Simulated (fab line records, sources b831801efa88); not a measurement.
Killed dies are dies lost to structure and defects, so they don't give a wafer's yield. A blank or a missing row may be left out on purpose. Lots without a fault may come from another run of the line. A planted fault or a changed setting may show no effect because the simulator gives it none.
fab line records | flow sky130
record lots=5 wafers=15 last_day=50
route steps=708 shown LDD_LDN@289
lots that met no fault: from a run of the same line without faults
start_h: hours from the record's first day to the start of the lot's first wafer shown | wait_h: hours since the lot's step before | " the same as in the row above | L1.1+2: a row that stands for several wafers | - no value, or no start given | * or withheld: withheld | < > ~ a bound
route shown NAME@n: a module of which the file shows steps, and the number in the route of the first | usual: mean/standard deviation of fault-free wafers | same: alike in all rows | chamber/n: place in a boat | sites: the reading at each site | _std_site: their standard deviation | _edge_site: outer sites' mean less inner sites' | radius_mm: how far each site lies from the wafer's centre | mask NAME#n: copy n | behind: the tool/chamber that last shaped the wafer | hold: why the lot was held/for how many hours/how that ended | device: the transistor (n, p or np) that didn't switch | end of line: the same wafers' tests at the end of the route | a step without rows: its recipe alone | killed: dies lost to structure and defects at the first sort, not the wafer's yield | map: a wafer's dies, x killed, . not, _ none there
set.NAME: the setting as run; set.NAME@STEP: as run at that earlier step | model.NAME: the simulator's own value behind a step, which no gauge read
lots at some steps of the route; a table a step, a row a wafer
services: from which hour (start_h, from the record's first day; less than 0 if before it) a tool's chamber was out of use, for how many hours, and why
## steps
# step SKY_LDD_LDN_DEHYDRATE_00
# recipe temp_c=200 time_s=60
# step SKY_LDD_LDN_HMDS_01
# recipe prime_time_s=60 prime_temp_c=120
# step SKY_LDD_LDN_COAT_02
# recipe resist=NOVOLAK spin_rpm=3000 resist_thk_nm=1140
# step SKY_LDD_LDN_SOFTBAKE_03
# recipe temp_c=90 time_s=60 resist=NOVOLAK
# step SKY_LDD_LDN_EXPOSE_04
# recipe mask_id=LDNTM na=0.6 source_shape=conventional sigma_outer=0.6 polarization=unpolarized target_cd_nm=700 dose_mj=140
# step SKY_LDD_LDN_PEB_05
# recipe temp_c=withheld time_s=* resist=NOVOLAK
# step SKY_LDD_LDN_DEVELOP_06
# recipe resist=NOVOLAK developer=TMAH develop_time_s=60 dev_temp_c=23
# step SKY_LDD_LDN_OVL_MEAS_07
# usual LDD_LDN_OVL=0.0/1.6
# columns lot.wafer tool chamber start_h wait_h LDD_LDN_OVL[nm]
L628.1 overlay-01 - 545.58 0.1 -0.9
L628.3 " - " " -2.2
L628.6 " - " " -0.9
L630.1 overlay-02 - 597.32 0.1 0.4
L630.3 " - " " 0.0
L630.5 " - " " -1.7
L632.4 overlay-01 - 605.69 0.1 0.8
L632.5 " - " " 1.2
L632.6 " - " " 0.3
L636.1 overlay-02 - 628.93 0.1 -1.0
L636.4 " - " " -0.6
L636.5 " - " " -1.6
L646.2 overlay-01 - 693.34 0.1 -1.7
L646.3 " - " " -0.5
L646.4 " - " " -0.3
# step SKY_LDD_LDN_IMPLANT_08
# recipe species=As energy_kev=15 dose_cm2=1.25e+13 tilt_deg=withheld rotation_deg=23
# step SKY_LDD_LDN_IMPLANT_09
# recipe species=As energy_kev=15 dose_cm2=1.25e+13 tilt_deg=withheld rotation_deg=113
# step SKY_LDD_LDN_IMPLANT_10
# recipe species=As energy_kev=15 dose_cm2=1.25e+13 tilt_deg=withheld rotation_deg=203
# step SKY_LDD_LDN_IMPLANT_11
# recipe species=As energy_kev=15 dose_cm2=1.25e+13 tilt_deg=withheld rotation_deg=293
# step SKY_LDD_LDN_STRIP_12
# recipe chemistry=O2/N2 power_w=1400 pressure_mtorr=1500 platen_temp_c=withheld o2_flow_sccm=3000 n2_flow_sccm=300 overash_fraction=0.5
# usual drypump_motor_current_A=5.65/0.22 n2_flow_sccm=300.0/0.9 oes_product_au=0.715/0.004 strip_time_to_endpoint_s=14.17/0.037
# columns lot.wafer tool chamber start_h wait_h drypump_motor_current_A n2_flow_sccm oes_product_au rf_hours_counter_h strip_time_to_endpoint_s model.NOVOLAK_of_LDD_LDN_COAT_02.thk_nm
L628.1 plasma_asher-04 1 546.21 0.1 5.29 300.5 0.718 43 14.17 0
L628.3 " 0 " " 5.70 300.1 0.712 - 14.20 0
L628.6 " 1 " " 5.33 300.4 0.717 - 14.17 0
L630.1 plasma_asher-04 0 597.96 0.1 5.71 299.1 0.717 48 14.21 0
L630.3 " 0 " " 5.71 299.9 0.716 - 14.20 0
L630.5 " 0 " " 5.69 300.5 0.719 - 14.18 0
L632.4 plasma_asher-02 1 606.34 0.1 5.71 298.8 0.939 - - 327.8
L632.5 " 1 " " 5.73 299.1 0.941 - - 326.7
L632.6 " 0 " " 5.88 300.3 0.935 - - 327.4
L636.1 plasma_asher-04 1 629.56 0.1 5.30 302.1 0.724 51 14.20 0
L636.4 " 1 " " 5.28 299.7 0.712 - 14.24 0
L636.5 " 0 " " 5.70 300.3 0.725 - 14.21 0
L646.2 plasma_asher-02 0 693.97 0.1 5.90 299.1 0.719 96 14.14 0
L646.3 " 0 " " 5.91 299.9 0.715 - 14.12 0
L646.4 " 1 " " 5.72 299.0 0.719 - 14.11 0
# step SKY_LDD_LDN_TW_MEAS_13
# usual LDD_LDN_TW=1491/12
# columns lot.wafer tool chamber start_h wait_h LDD_LDN_TW
L628.1 film_metro-02 - 546.31 0.1 1481
L628.3 " - " " 1494
L628.6 " - " " 1478
L630.1 film_metro-04 - 598.06 0.1 1482
L630.3 " - " " 1483
L630.5 " - " " 1486
L632.4 film_metro-04 - 606.44 0.1 1493
L632.5 " - " " 1486
L632.6 " - " " 1487
L636.1 film_metro-04 - 629.66 0.1 1507
L636.4 " - " " 1507
L636.5 " - " " 1501
L646.2 film_metro-01 - 694.08 0.1 1502
L646.3 " - " " 1504
L646.4 " - " " 1503
## services
# columns tool chamber start_h hours kind
plasma_asher-02 - 617.32 0.7 repair
plasma_asher-04 - 683.79 3.6 repair
## key
first_sign step=SKY_LDD_LDN_STRIP_12 reading=oes_product_au direction=up sigmas=56 usual=0.715 struck=0.938
effect none on later readings
model_effect step=SKY_LDD_LDN_STRIP_12 value=NOVOLAK_of_LDD_LDN_COAT_02.thk_nm without=0 struck=327.3
met_at SKY_LDD_LDN_STRIP_12
struck_wafers L632.4,L632.5,L632.6
later_rows_left_out L632.4,L632.5,L632.6
sort_left_out L632.4,L632.5,L632.6
tester_left_out L632
fault kind=strip_aborted tool=plasma_asher-02 chamber=- onset_h=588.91 steps=SKY_LDD_LDN_STRIP_12 offset=0.56714 end_h=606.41
# tester_left_out: of these lots the tester's yield and bins aren't shown, on N5 and GAA mostly nor the transistor test; their killed dies are dies lost to structure and defects alone, not to doping, threshold or leakage, so they don't give the yield
# sort_left_out: the simulated sort isn't trusted on such a fault, so these wafers' sort isn't shown, and their yield isn't known
# later_rows_left_out: the simulator's readings of these wafers behind a module that went badly wrong aren't trusted and aren't shown, but for the sort
